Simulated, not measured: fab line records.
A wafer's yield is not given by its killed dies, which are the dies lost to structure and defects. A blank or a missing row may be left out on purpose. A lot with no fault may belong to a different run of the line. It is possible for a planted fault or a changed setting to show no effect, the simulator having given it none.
fab line records ; flow sfq_line
record lots=7; wafers=21; last_day=75
route steps=325 shown I1@77 M2@88
lots that met no fault: taken from a fault-free run of the same line
start_h: the number of hours between the record's first day and the start of the first shown wafer of the lot ; wait_h: hours since the lot's step before ; " same as the row above ; L1.1+2: a single row standing in for several wafers ; - value missing, or start not given ; * or withheld: withheld ; < > ~ a bound
route shown NAME@n: NAME is a module with steps in the file, n the number in the route of the first one ; usual: mean/standard deviation of fault-free wafers ; same: alike in all rows ; chamber/n: place in a boat ; sites: the reading at each site ; _std_site: their standard deviation ; _edge_site: inner sites' mean taken away from outer sites' mean ; radius_mm: how far each site lies from the wafer's centre ; mask NAME#n: copy n ; behind: the tool/chamber that last shaped the wafer ; hold: the reason the lot was held/the length of the hold in hours/how it ended ; device: names the non-switching transistor (n, p or np) ; end of line: the tests these same wafers got at the end of their route ; a step given without rows: its recipe and nothing more ; killed: at the first sort, the dies lost to defects and structure; wafer yield is something else ; map: the dies of a wafer, with x for killed, . for not killed, _ for no die there
set.NAME: setting as actually run; set.NAME@STEP: the setting as run at that earlier step ; model.NAME: the simulator's own value behind a step, which no gauge read
lots at selected steps of the route; one table per step, one row per wafer
services: when a tool's chamber went out of use (start_h, in hours from the record's first day, below 0 if earlier), for how many hours, and the reason
## steps
# step SFQ_TRILAYER_I1_VIA_LITHO_COAT_054
# recipe resist=BARC; spin_rpm=3000; resist_thk_nm=62
# step SFQ_TRILAYER_I1_VIA_LITHO_COAT_049
# recipe resist=KrF; spin_rpm=3000; resist_thk_nm=650
# step SFQ_TRILAYER_I1_VIA_LITHO_SOFTBAKE_053
# recipe temp_c=withheld; time_s=withheld; resist=KrF
# step SFQ_TRILAYER_I1_VIA_LITHO_EXPOSE_050
# recipe mask_id=I1; na=0.6; source_shape=conventional; sigma_outer=0.65; target_cd_nm=500; dose_mj=21.3
# step SFQ_TRILAYER_I1_VIA_LITHO_PEB_052
# recipe peb_temp_c=115; peb_time_s=60; resist=KrF
# step SFQ_TRILAYER_I1_VIA_LITHO_DEVELOP_051
# recipe time_s=60; resist=KrF
# step SFQ_I1_OVL_MEAS_913
# usual I1_OVL=1/6.5
lot.wafer;tool;chamber;start_h;wait_h;I1_OVL[nm]
L217.2;overlay-01;-;490.41;0.1;12
L217.3;overlay-01;-;490.41;0.1;14
L217.6;overlay-01;-;490.41;0.1;10
L218.4;overlay-01;-;492.82;0.1;2
L218.5;overlay-01;-;492.82;0.1;-10
L218.6;overlay-01;-;492.82;0.1;4
L224.1;overlay-01;-;556.75;0.1;-3
L224.3;overlay-01;-;556.75;0.1;-4
L224.6;overlay-01;-;556.75;0.1;-5
L225.1;overlay-01;-;560.35;0.1;1
L225.5;overlay-01;-;560.35;0.1;-2
L225.6;overlay-01;-;560.35;0.1;-6
L226.2;overlay-01;-;570.95;0.1;-3
L226.4;overlay-01;-;570.95;0.1;-4
L226.5;overlay-01;-;570.95;0.1;2
L228.2;overlay-02;-;597.00;0.1;-4
L228.3;overlay-02;-;597.00;0.1;-4
L228.6;overlay-02;-;597.00;0.1;-5
L229.4;overlay-01;-;612.05;0.1;0
L229.5;overlay-01;-;612.05;0.1;1
L229.6;overlay-01;-;612.05;0.1;1
# step SFQ_TRILAYER_I1_VIA_BARC_OPEN_VIA_ETCH_071
# recipe mask_material=PR; chemistry=O2; target_depth_nm=125; target=BARC; source_w=500; bias_w=80; pressure_mtorr=30; time_s=41.7
# usual bias_w=79.95/0.25; drypump_motor_current_A=5.5/0.36; oes_product_au=0.686/0.0048
lot.wafer;tool;chamber;start_h;wait_h;bias_w;drypump_motor_current_A;oes_product_au;rf_hours_counter_h
L217.2;rie_diel-03;2;490.44;0.0;80.42;5.5;0.684;3
L217.3;rie_diel-03;0;490.44;0.0;80.17;6.0;0.685;73
L217.6;rie_diel-03;1;490.44;0.0;79.75;5.5;0.684;-
L218.4;rie_diel-01;2;492.84;0.0;79.65;5.6;0.687;6
L218.5;rie_diel-01;1;492.84;0.0;80.12;5.1;0.692;-
L218.6;rie_diel-01;0;492.84;0.0;79.91;5.2;0.688;-
L224.1;rie_diel-01;1;556.79;0.0;79.76;5.2;0.685;36
L224.3;rie_diel-01;3;556.79;0.0;79.52;5.4;0.694;4
L224.6;rie_diel-01;0;556.79;0.0;80.00;5.1;0.696;-
L225.1;rie_diel-01;0;560.39;0.0;80.20;5.2;0.679;39
L225.5;rie_diel-01;0;560.39;0.0;80.48;5.2;0.687;-
L225.6;rie_diel-01;1;560.39;0.0;80.18;5.2;0.688;-
L226.2;rie_diel-04;1;570.98;0.0;79.91;5.8;0.684;78
L226.4;rie_diel-04;0;570.98;0.0;79.86;5.0;0.688;6
L226.5;rie_diel-04;2;570.98;0.0;79.90;5.3;0.685;-
L228.2;rie_diel-04;0;597.03;0.0;79.90;4.9;0.690;7
L228.3;rie_diel-04;1;597.03;0.0;79.96;5.8;0.684;79
L228.6;rie_diel-04;1;597.03;0.0;79.81;5.8;0.680;-
L229.4;rie_diel-01;1;612.06;0.0;80.61;5.2;0.696;37
L229.5;rie_diel-01;3;612.06;0.0;79.99;5.4;0.686;-
L229.6;rie_diel-01;0;612.06;0.0;79.73;5.2;0.679;-
# step SFQ_TRILAYER_I1_VIA_ETCH_VIA_ETCH_052
# recipe target=SiO2; stop_on=Nb; mask_material=PR; taper_deg=20; chemistry=CHF3; target_depth_nm=260; source_w=500; bias_w=80; pressure_mtorr=30; time_s=withheld
# usual bias_w=80.03/0.24; drypump_motor_current_A=5.5/0.36; oes_product_au=0.856/0.0045
lot.wafer;tool;chamber;start_h;wait_h;bias_w;drypump_motor_current_A;oes_product_au
L217.2;rie_diel-03;2;490.48;0.0;79.96;5.5;0.857
L217.3;rie_diel-03;0;490.48;0.0;79.65;6.0;0.855
L217.6;rie_diel-03;1;490.48;0.0;80.26;5.4;0.851
L218.4;rie_diel-01;2;492.88;0.0;79.93;5.6;0.855
L218.5;rie_diel-01;1;492.88;0.0;80.06;5.1;0.857
L218.6;rie_diel-01;0;492.88;0.0;79.90;5.2;0.855
L224.1;rie_diel-01;1;556.83;0.0;80.02;5.2;0.852
L224.3;rie_diel-01;3;556.83;0.0;79.59;5.4;0.850
L224.6;rie_diel-01;0;556.83;0.0;80.20;5.2;0.858
L225.1;rie_diel-01;0;560.43;0.0;80.12;5.2;0.857
L225.5;rie_diel-01;0;560.43;0.0;80.12;5.2;0.860
L225.6;rie_diel-01;1;560.43;0.0;79.68;5.1;0.855
L226.2;rie_diel-04;1;571.01;0.0;80.10;5.7;0.856
L226.4;rie_diel-04;0;571.01;0.0;79.74;5.0;0.854
L226.5;rie_diel-04;2;571.01;0.0;79.91;5.3;0.844
L228.2;rie_diel-04;0;597.06;0.0;79.97;5.0;0.854
L228.3;rie_diel-04;1;597.06;0.0;79.82;5.8;0.859
L228.6;rie_diel-04;1;597.06;0.0;79.97;5.8;0.856
L229.4;rie_diel-01;1;612.10;0.0;80.33;5.1;0.852
L229.5;rie_diel-01;3;612.10;0.0;80.17;5.4;0.857
L229.6;rie_diel-01;0;612.10;0.0;79.45;5.2;0.857
# step SFQ_TRILAYER_I1_VIA_STRIP_STRIP_053
# recipe gas=O2; power_w=200; platen_temp_c=40; overash_fraction=0.65; chemistry=O2; pressure_mtorr=50
# usual drypump_motor_current_A=5.87/0.19; he_backside_leak_sccm=3.5/0.39; oes_product_au=0.997/0.0077
# same overash_fraction=0.65
lot.wafer;tool;chamber;start_h;wait_h;drypump_motor_current_A;he_backside_leak_sccm;oes_product_au;rf_hours_counter_h
L217.2;rie_metal-01;0;490.60;-;5.75;3.3;1.004;100
L217.3;rie_metal-01;1;490.60;-;5.85;3.6;0.981;-
L217.6;rie_metal-01;1;490.60;-;5.85;3.3;0.990;-
L218.4;rie_metal-01;1;493.20;-;5.86;3.7;0.987;-
L218.5;rie_metal-01;1;493.20;-;5.86;3.7;0.987;-
L218.6;rie_metal-01;0;493.20;-;5.78;3.2;1.014;-
L224.1;rie_metal-03;0;556.94;-;5.88;3.4;1.005;146
L224.3;rie_metal-03;1;556.94;-;5.95;3.2;1.003;-
L224.6;rie_metal-03;0;556.94;-;5.86;3.5;1.006;-
L225.1;rie_metal-01;1;560.54;-;5.86;3.5;0.992;82
L225.5;rie_metal-01;1;560.54;-;5.84;3.5;0.991;-
L225.6;rie_metal-01;0;560.54;-;5.77;3.3;1.005;-
L226.2;rie_metal-01;0;571.13;-;5.76;3.2;1.007;115
L226.4;rie_metal-01;1;571.13;-;5.85;3.5;1.000;-
L226.5;rie_metal-01;0;571.13;-;5.78;3.3;0.990;-
L228.2;rie_metal-01;0;597.18;-;5.77;3.3;1.000;120
L228.3;rie_metal-01;1;597.18;-;5.85;3.6;1.004;-
L228.6;rie_metal-01;1;597.18;-;5.84;3.7;0.992;-
L229.4;rie_metal-03;0;612.48;-;5.85;3.2;1.003;-
L229.5;rie_metal-03;0;612.48;-;5.85;3.3;1.004;-
L229.6;rie_metal-03;1;612.48;-;5.96;3.2;1.000;-
# step SFQ_TRILAYER_I1_VIA_STRIP_SOLV_CLEAN_054
# recipe chemistry=NMP; temp_c=70; time_s=600
# step SFQ_TRILAYER_M2_DEP_PRE_CLEAN_056
# recipe gas=Ar; time_s=22.5; bias_v=250
# step SFQ_TRILAYER_M2_DEP_SPUTTER_055
# recipe material=Nb; base_pressure_pa=1.33e-06; chamber_pressure_pa=0.1333; substrate_temp_c=20; resputter_cathode_voltage_v=400; target_thk_nm=200; power_w=2000; time_s=133.3
# usual base_pressure_pa=1.34e-06/9.3e-08; cathode_dc_power_W=1999.9/0.32; resputter_cathode_voltage_v=400/4.2; throttle_valve_pct=30.7/0.86
lot.wafer;tool;chamber;start_h;wait_h;base_pressure_pa;cathode_dc_power_W;resputter_cathode_voltage_v;throttle_valve_pct
L217.2;pvd_sputter-06;-;491.40;0.0;1.39e-06;2000.3;399;31.6
L217.3;pvd_sputter-06;-;491.40;0.0;1.21e-06;2000.1;392;31.3
L217.6;pvd_sputter-06;-;491.40;0.0;1.34e-06;2000.9;396;31.3
L218.4;pvd_sputter-04;-;493.80;0.0;1.33e-06;1999.9;402;29.7
L218.5;pvd_sputter-04;-;493.80;0.0;1.32e-06;1999.8;399;30.0
L218.6;pvd_sputter-04;-;493.80;0.0;1.33e-06;1999.5;400;30.0
L224.1;pvd_sputter-04;-;557.76;0.0;-;-;-;-
L224.3;pvd_sputter-04;-;557.76;0.0;-;-;-;-
L224.6;pvd_sputter-04;-;557.76;0.0;-;-;-;-
L225.1;pvd_sputter-06;-;561.34;0.0;-;-;-;-
L225.5;pvd_sputter-06;-;561.34;0.0;-;-;-;-
L225.6;pvd_sputter-06;-;561.34;0.0;-;-;-;-
L226.2;pvd_sputter-04;-;571.93;0.0;-;-;-;-
L226.4;pvd_sputter-04;-;571.93;0.0;-;-;-;-
L226.5;pvd_sputter-04;-;571.93;0.0;-;-;-;-
L228.2;pvd_sputter-04;-;597.98;0.0;1.51e-06;2000.3;402;30.6
L228.3;pvd_sputter-04;-;597.98;0.0;1.29e-06;2000.0;403;29.6
L228.6;pvd_sputter-04;-;597.98;0.0;1.46e-06;1999.6;399;30.2
L229.4;pvd_sputter-06;-;613.22;0.0;1.38e-06;2000.2;401;31.0
L229.5;pvd_sputter-06;-;613.22;0.0;1.33e-06;2000.1;411;32.1
L229.6;pvd_sputter-06;-;613.22;0.0;1.32e-06;2000.0;409;31.2
# step SFQ_M2_RS_MEAS_914
# recipe thk_meas_gauge=four-point-probe; reads=Nb_of_TRILAYER_M2_DEP_SPUTTER_055
# usual M2_NB_RS=0.889/0.0093
lot.wafer;tool;chamber;start_h;wait_h;M2_NB_RS[ohm/sq]
L217.2;film_metro-02;-;491.51;0.1;0.881
L217.3;film_metro-02;-;491.51;0.1;0.882
L217.6;film_metro-02;-;491.51;0.1;0.893
L218.4;film_metro-03;-;493.95;0.1;0.901
L218.5;film_metro-03;-;493.95;0.1;0.884
L218.6;film_metro-03;-;493.95;0.1;0.886
L224.1;film_metro-01;-;557.85;0.0;-
L224.3;film_metro-01;-;557.85;0.0;-
L224.6;film_metro-01;-;557.85;0.0;-
L225.1;film_metro-03;-;561.43;0.0;-
L225.5;film_metro-03;-;561.43;0.0;-
L225.6;film_metro-03;-;561.43;0.0;-
L226.2;film_metro-01;-;572.04;0.1;-
L226.4;film_metro-01;-;572.04;0.1;-
L226.5;film_metro-01;-;572.04;0.1;-
L228.2;film_metro-03;-;598.09;0.1;0.893
L228.3;film_metro-03;-;598.09;0.1;0.911
L228.6;film_metro-03;-;598.09;0.1;0.890
L229.4;film_metro-01;-;613.37;0.1;0.869
L229.5;film_metro-01;-;613.37;0.1;0.876
L229.6;film_metro-01;-;613.37;0.1;0.876
# step SFQ_TRILAYER_M2_LITHO_COAT_062
# recipe resist=BARC; spin_rpm=3000; resist_thk_nm=62
# step SFQ_TRILAYER_M2_LITHO_COAT_057
# recipe resist=KrF; spin_rpm=3000; resist_thk_nm=600
# step SFQ_TRILAYER_M2_LITHO_SOFTBAKE_061
# recipe temp_c=withheld; time_s=withheld; resist=KrF
# step SFQ_TRILAYER_M2_LITHO_EXPOSE_058
# recipe mask_id=M2; na=0.6; source_shape=conventional; sigma_outer=0.65; target_cd_nm=500; dose_mj=14.4
# step SFQ_TRILAYER_M2_LITHO_PEB_060
# recipe peb_temp_c=115; peb_time_s=60; resist=KrF
# step SFQ_TRILAYER_M2_LITHO_DEVELOP_059
# recipe time_s=60; resist=KrF
# step SFQ_M2_OVL_MEAS_916
# usual M2_OVL=-3/6.9
lot.wafer;tool;chamber;start_h;wait_h;M2_OVL[nm]
L217.2;overlay-02;-;600.60;0.1;-21
L217.3;overlay-02;-;600.60;0.1;-19
L217.6;overlay-02;-;600.60;0.1;-12
L218.4;overlay-02;-;604.21;0.1;-6
L218.5;overlay-02;-;604.21;0.1;-3
L218.6;overlay-02;-;604.21;0.1;0
L224.1;overlay-01;-;661.79;0.1;-9
L224.3;overlay-01;-;661.79;0.1;-1
L224.6;overlay-01;-;661.79;0.1;3
L225.1;overlay-01;-;666.59;0.1;1
L225.5;overlay-01;-;666.59;0.1;2
L225.6;overlay-01;-;666.59;0.1;-2
L226.2;overlay-01;-;675.00;0.1;-1
L226.4;overlay-01;-;675.00;0.1;-2
L226.5;overlay-01;-;675.00;0.1;-11
L228.2;overlay-02;-;708.14;0.1;-5
L228.3;overlay-02;-;708.14;0.1;-11
L228.6;overlay-02;-;708.14;0.1;-3
L229.4;overlay-02;-;720.16;0.1;-1
L229.5;overlay-02;-;720.16;0.1;-8
L229.6;overlay-02;-;720.16;0.1;-1
# step SFQ_TRILAYER_M2_BARC_OPEN_METAL_ETCH_077
# recipe mask_material=PR; chemistry=O2; target_depth_nm=125; target=BARC; icp_w=600; bias_w=80; pressure_mtorr=10; time_s=41.7
# usual bias_w=79.97/0.25; drypump_motor_current_A=5.85/0.28; he_backside_leak_sccm=3.47/0.22; oes_product_au=0.685/0.0045
lot.wafer;tool;chamber;start_h;wait_h;bias_w;drypump_motor_current_A;he_backside_leak_sccm;oes_product_au;rf_hours_counter_h
L217.2;rie_metal-03;0;600.63;0.0;79.77;5.88;3.41;0.687;155
L217.3;rie_metal-03;0;600.63;0.0;80.04;5.89;3.46;0.688;-
L217.6;rie_metal-03;0;600.63;0.0;79.85;5.87;3.50;0.680;-
L218.4;rie_metal-01;1;604.25;0.0;80.14;5.87;3.51;0.692;-
L218.5;rie_metal-01;1;604.25;0.0;79.49;5.86;3.63;0.685;-
L218.6;rie_metal-01;0;604.25;0.0;79.49;5.75;3.34;0.690;-
L224.1;rie_metal-03;0;661.83;0.0;79.68;5.80;3.33;0.688;167
L224.3;rie_metal-03;1;661.83;0.0;79.91;5.93;3.37;0.686;-
L224.6;rie_metal-03;1;661.83;0.0;79.69;5.96;3.13;0.687;-
L225.1;rie_metal-01;0;666.63;0.0;79.92;5.77;3.46;0.686;131
L225.5;rie_metal-01;1;666.63;0.0;80.00;5.87;3.64;0.679;-
L225.6;rie_metal-01;0;666.63;0.0;79.78;5.76;3.40;0.680;-
L226.2;rie_metal-01;1;675.03;0.0;80.07;5.87;3.62;0.684;102
L226.4;rie_metal-01;1;675.03;0.0;79.97;5.85;3.56;0.690;-
L226.5;rie_metal-01;0;675.03;0.0;80.32;5.76;3.30;0.684;-
L228.2;rie_metal-01;1;708.17;0.0;79.84;5.85;3.53;0.678;106
L228.3;rie_metal-01;1;708.17;0.0;80.15;5.87;3.53;0.687;-
L228.6;rie_metal-01;1;708.17;0.0;80.00;5.84;3.42;0.676;-
L229.4;rie_metal-04;1;720.19;0.0;80.02;5.37;3.39;0.692;-
L229.5;rie_metal-04;0;720.19;0.0;79.33;6.36;3.25;0.683;-
L229.6;rie_metal-04;1;720.19;0.0;80.24;5.43;3.43;0.688;-
# step SFQ_TRILAYER_M2_ETCH_METAL_ETCH_060
# recipe target=Nb; stop_on=SiO2; mask_material=PR; chemistry=Cl2/Ar; target_depth_nm=240; icp_w=600; bias_w=80; pressure_mtorr=10; time_s=120
# usual bias_w=80.00/0.24; drypump_motor_current_A=5.84/0.28; he_backside_leak_sccm=3.46/0.25; oes_product_au=0.893/0.0068
lot.wafer;tool;chamber;start_h;wait_h;bias_w;drypump_motor_current_A;he_backside_leak_sccm;oes_product_au;rf_hours_counter_h
L217.2;rie_metal-03;0;600.70;0.1;79.92;5.79;3.27;0.897;155
L217.3;rie_metal-03;0;600.70;0.1;80.00;5.86;3.50;0.897;-
L217.6;rie_metal-03;0;600.70;0.1;80.03;5.85;3.36;0.901;-
L218.4;rie_metal-01;1;604.33;0.1;79.99;5.87;3.67;0.884;-
L218.5;rie_metal-01;1;604.33;0.1;79.86;5.88;3.59;0.900;-
L218.6;rie_metal-01;0;604.33;0.1;79.98;5.74;3.25;0.889;-
L224.1;rie_metal-03;0;661.88;0.0;79.83;5.86;3.17;0.378;167
L224.3;rie_metal-03;1;661.88;0.0;80.21;5.95;3.36;0.371;-
L224.6;rie_metal-03;1;661.88;0.0;79.85;5.96;3.32;0.371;-
L225.1;rie_metal-01;0;666.68;0.0;79.99;5.76;3.28;0.377;131
L225.5;rie_metal-01;1;666.68;0.0;79.88;5.84;3.44;0.370;-
L225.6;rie_metal-01;0;666.68;0.0;79.64;5.78;3.30;0.374;-
L226.2;rie_metal-01;1;675.08;0.0;80.25;5.85;3.51;0.377;102
L226.4;rie_metal-01;1;675.08;0.0;80.19;5.84;3.55;0.369;-
L226.5;rie_metal-01;0;675.08;0.0;80.27;5.77;3.12;0.386;-
L228.2;rie_metal-01;1;708.23;0.0;80.25;5.88;3.53;0.887;106
L228.3;rie_metal-01;1;708.23;0.0;80.19;5.87;5.26;0.878;-
L228.6;rie_metal-01;1;708.23;0.0;79.76;5.86;3.53;0.897;-
L229.4;rie_metal-04;1;720.28;0.1;80.38;5.41;3.52;0.900;-
L229.5;rie_metal-04;0;720.28;0.1;80.47;6.40;3.47;0.910;-
L229.6;rie_metal-04;1;720.28;0.1;80.04;5.45;3.53;0.898;-
# step SFQ_TRILAYER_M2_STRIP_STRIP_061
# recipe gas=O2; power_w=200; platen_temp_c=40; overash_fraction=0.65; chemistry=O2; pressure_mtorr=50
# usual drypump_motor_current_A=5.85/0.28; he_backside_leak_sccm=3.5/0.35; oes_product_au=0.997/0.01
# same overash_fraction=0.65
lot.wafer;tool;chamber;start_h;wait_h;drypump_motor_current_A;he_backside_leak_sccm;oes_product_au;rf_hours_counter_h
L217.2;rie_metal-03;0;600.87;0.1;5.87;3.5;1.006;155
L217.3;rie_metal-03;0;600.87;0.1;5.80;3.4;1.000;-
L217.6;rie_metal-03;0;600.87;0.1;5.84;3.4;1.017;-
L218.4;rie_metal-01;1;604.61;0.2;5.85;3.4;0.992;-
L218.5;rie_metal-01;1;604.61;0.2;5.86;3.5;0.978;-
L218.6;rie_metal-01;0;604.61;0.2;5.77;3.3;0.993;-
L224.1;rie_metal-03;0;662.01;0.1;5.87;3.7;1.006;167
L224.3;rie_metal-03;1;662.01;0.1;5.95;3.3;1.005;-
L224.6;rie_metal-03;1;662.01;0.1;5.94;3.3;1.005;-
L225.1;rie_metal-01;0;666.81;0.1;5.77;3.3;0.996;131
L225.5;rie_metal-01;1;666.81;0.1;5.87;3.4;0.966;-
L225.6;rie_metal-01;0;666.81;0.1;5.78;3.2;1.001;-
L226.2;rie_metal-01;1;675.21;0.1;5.88;6.9;0.972;102
L226.4;rie_metal-01;1;675.21;0.1;5.88;3.5;0.982;-
L226.5;rie_metal-01;0;675.21;0.1;5.78;3.4;0.983;-
L228.2;rie_metal-01;1;708.36;0.1;5.87;3.5;0.979;107
L228.3;rie_metal-01;1;708.36;0.1;5.88;3.5;0.984;-
L228.6;rie_metal-01;1;708.36;0.1;5.87;3.6;0.987;-
L229.4;rie_metal-04;1;720.56;0.2;5.38;3.4;0.986;-
L229.5;rie_metal-04;0;720.56;0.2;6.40;3.4;0.993;-
L229.6;rie_metal-04;1;720.56;0.2;5.43;3.6;0.985;-
## services
tool;chamber;start_h;hours;kind
rie_diel-04;1;480.14;13.5;repair
rie_metal-03;-;483.34;2.8;pm
rie_diel-03;-;487.93;1.5;repair
rie_diel-03;0;498.25;13.7;repair
rie_diel-04;-;500.39;1.0;repair
rie_metal-03;1;506.63;8.8;repair
rie_metal-04;0;521.61;29.2;repair
rie_diel-03;2;522.96;2.8;repair
pvd_sputter-06;-;523.67;14.8;repair
rie_metal-04;-;525.75;1.4;pm
rie_diel-04;2;544.58;2.9;repair
pvd_sputter-04;-;562.56;8.5;repair
rie_diel-01;1;594.23;10.3;repair
rie_diel-01;-;604.91;2.8;pm
pvd_sputter-04;-;605.12;2.1;repair
pvd_sputter-04;-;605.88;4.8;repair
pvd_sputter-06;-;616.03;2.8;repair
rie_diel-03;-;620.85;15.6;pm
rie_metal-01;-;621.76;5.8;repair
rie_diel-04;3;622.18;107.6;repair
rie_diel-03;2;644.45;2.7;repair
rie_diel-04;-;653.88;0.6;repair
rie_diel-04;0;692.51;5.2;repair
rie_diel-01;3;715.52;3.6;repair
## key
first_sign step=SFQ_TRILAYER_M2_DEP_SPUTTER_055; reading=tool_record; direction=missing
effect step=SFQ_M2_RS_MEAS_914; reading=M2_NB_RS; direction=missing
effect step=SFQ_TRILAYER_M2_ETCH_METAL_ETCH_060; reading=oes_product_au; direction=down; sigmas=76; usual=0.893; struck=0.375
met_at SFQ_TRILAYER_M2_DEP_SPUTTER_055
struck_wafers L224.1,L224.3,L224.6,L225.1,L225.5,L225.6,L226.2,L226.4,L226.5
onset_between 493.80 557.76
fault kind=skipped_step_whole; tool=pvd_sputter-04,pvd_sputter-06; chamber=-; onset_h=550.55; steps=SFQ_TRILAYER_M2_DEP_SPUTTER_055; scope=struck_lots_only
